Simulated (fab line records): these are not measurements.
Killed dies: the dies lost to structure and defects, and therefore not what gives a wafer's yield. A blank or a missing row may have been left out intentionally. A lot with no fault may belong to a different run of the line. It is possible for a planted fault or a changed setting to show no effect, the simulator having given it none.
Which tool did it? | flow gf180mcu | 14 lots, 42 wafers sampled, at 3 steps of a route of 602

== WHAT THE GAUGES READ, wafer by wafer ==
GF_DUAL_GATE_OVL_MEAS_11. Usual: DUAL_GATE_OVL typically reads -1.1 nm, with standard deviation 1.3.
lot  | measured     | on         | DUAL_GATE_OVL (nm) | flag
L694 | day 8 03:28  | overlay-02 | 0.2 0.0 -0.6       | 
L695 | day 8 11:13  | overlay-02 | -1.9 -2.1 -2.1     | 
L696 | day 8 16:32  | overlay-01 | 0.3 -0.6 -0.8      | 
L698 | day 9 13:09  | overlay-01 | -0.8 0.1 0.3       | 
L697 | day 9 14:08  | overlay-01 | 1.1 2.1 1.8        | 
L706 | day 11 23:49 | overlay-01 | -1.0 0.0 0.3       | 
L707 | day 12 02:19 | overlay-01 | -0.5 0.0 -0.6      | 
L708 | day 12 10:18 | overlay-02 | -1.4 0.7 -0.5      | 
L709 | day 12 20:46 | overlay-02 | -4.6 -2.5 -2.4     | 
L710 | day 13 04:16 | overlay-02 | 0.2 -0.5 -1.7      | 
L712 | day 13 14:57 | overlay-02 | -3.2 -2.3 -2.5     | 
L714 | day 14 00:46 | overlay-01 | -0.1 -1.6 -1.0     | 
L716 | day 14 16:46 | overlay-02 | -2.9 -1.3 -2.4     | 
L717 | day 15 00:58 | overlay-01 | -1.9 -2.4 -1.2     | 

GF_HV_LDD_OVL_MEAS_20. Usual: HV_LDD_01_OVL typically reads -2.6 nm, with standard deviation 1.6.
lot  | measured     | on         | HV_LDD_01_OVL (nm) | flag
L694 | day 10 11:59 | overlay-01 | -3.6 -2.1 -3.6     | 
L695 | day 10 19:14 | overlay-01 | -2.4 -2.2 -0.5     | 
L696 | day 11 03:05 | overlay-01 | -2.5 -2.9 -2.0     | 
L698 | day 12 01:50 | overlay-01 | -0.2 -0.6 -2.4     | 
L697 | day 12 02:38 | overlay-02 | -1.8 -1.7 -2.2     | 
L706 | day 14 19:20 | overlay-01 | -2.5 -3.0 -2.3     | 
L707 | day 14 20:59 | overlay-02 | -3.7 -1.9 -2.2     | 
L708 | day 15 05:35 | overlay-02 | -1.7 -2.2 -1.3     | 
L709 | day 15 18:13 | overlay-01 | -2.6 -2.7 -2.1     | 
L710 | day 16 01:01 | overlay-02 | -6.2 -6.1 -5.2     | 
L712 | day 16 12:26 | overlay-01 | -5.5 -4.4 -5.0     | 
L714 | day 16 22:58 | overlay-02 | -4.1 -3.7 -4.4     | 
L716 | day 17 17:58 | overlay-02 | -3.0 -2.0 -2.6     | 
L717 | day 18 01:37 | overlay-02 | -3.1 -4.5 -2.7     | 

== TOOL THAT RAN EACH LOT (tool first, then ch and the chambers of the sampled wafers, then the start) ==
lot  | GF_POLY_GATE_ETCH_12
L694 | rieDiel-02 ch 1,2,3, day 8 23:40
L695 | rieDiel-03 ch 1,2,3, day 9 07:05
L696 | rieDiel-03 ch 0,2,3, day 9 12:52
L698 | rieDiel-01 ch 0,1,3, day 10 11:19
L697 | rieDiel-03 ch 1,2,3, day 10 11:20
L706 | rieDiel-03 ch 0,2, day 12 23:22
L707 | rieDiel-01 ch 0,1,3, day 13 01:43
L708 | rieDiel-03 ch 0,2,3, day 13 09:55
L709 | rieDiel-01 ch 0,1,2, day 13 20:40
L710 | rieDiel-03 ch 0,2,3, day 14 03:48
L712 | rieDiel-02 ch 0,3, day 14 15:33
L714 | rieDiel-01 ch 1,3, day 15 01:28
L716 | rieDiel-03 ch 0,1,3, day 15 17:55
L717 | rieDiel-03 ch 0,1, day 16 02:28
- GF_POLY_GATE_ETCH_12: etches BARC in N2/H2.

== AS READ BY THE TOOLS THEMSELVES (means over the sampled wafers that have a number; for cases with no such wafer, the mark the record gives instead) ==
GF_POLY_GATE_ETCH_12. Usual: drypumpMotorCurrentA 5.7 A, standard deviation 0.43; oesProductAu 0.736 a.u., standard deviation 0.0046; throttleValvePct 13.214 %, standard deviation 0.01.
lot  | tool       | drypumpMotorCurrentA (A) | oesProductAu (a.u.) | throttleValvePct (%) | flag
L694 | rieDiel-02 | 5.8                      | 0.742               | 13.209               | 
L695 | rieDiel-03 | 5.3                      | 0.735               | 13.218               | 
L696 | rieDiel-03 | 5.4                      | 0.740               | 13.212               | 
L698 | rieDiel-01 | 6.0                      | 0.738               | 13.221               | 
L697 | rieDiel-03 | 5.3                      | 0.737               | 13.214               | 
L706 | rieDiel-03 | 5.5                      | 0.737               | 13.209               | 
L707 | rieDiel-01 | 6.0                      | 0.736               | 13.219               | 
L708 | rieDiel-03 | 5.5                      | 0.741               | 13.213               | 
L709 | rieDiel-01 | 5.9                      | 0.732               | 13.215               | 
L710 | rieDiel-03 | 5.5                      | 0.735               | 13.215               | 
L712 | rieDiel-02 | 5.6                      | 0.734               | 13.214               | 
L714 | rieDiel-01 | 5.9                      | 0.740               | 13.214               | 
L716 | rieDiel-03 | 5.6                      | 0.741               | 13.207               | 
L717 | rieDiel-03 | 5.9                      | 0.741               | 13.221               | 

== THE ANSWER, worked out from the rows above alone ==
Rule: take the mean of a lot's wafers that have a number; if it is more than 3 standard deviations from the usual mean, the lot is off. Also off: a lot with no number at a reading for which 4 or more lots have one. The other lots that the step has rows for count as sound. After the gauges, taken in route order, come the tools' own readings; for these a lot's mean is taken, as printed above. At the first step where some lot is off, the reading lying furthest off is the one used; lots without a number count as furthest.
No lot is off at any reading shown: from this, nothing can be told.

== WHAT THE SIMULATOR HAD PUT IN ==
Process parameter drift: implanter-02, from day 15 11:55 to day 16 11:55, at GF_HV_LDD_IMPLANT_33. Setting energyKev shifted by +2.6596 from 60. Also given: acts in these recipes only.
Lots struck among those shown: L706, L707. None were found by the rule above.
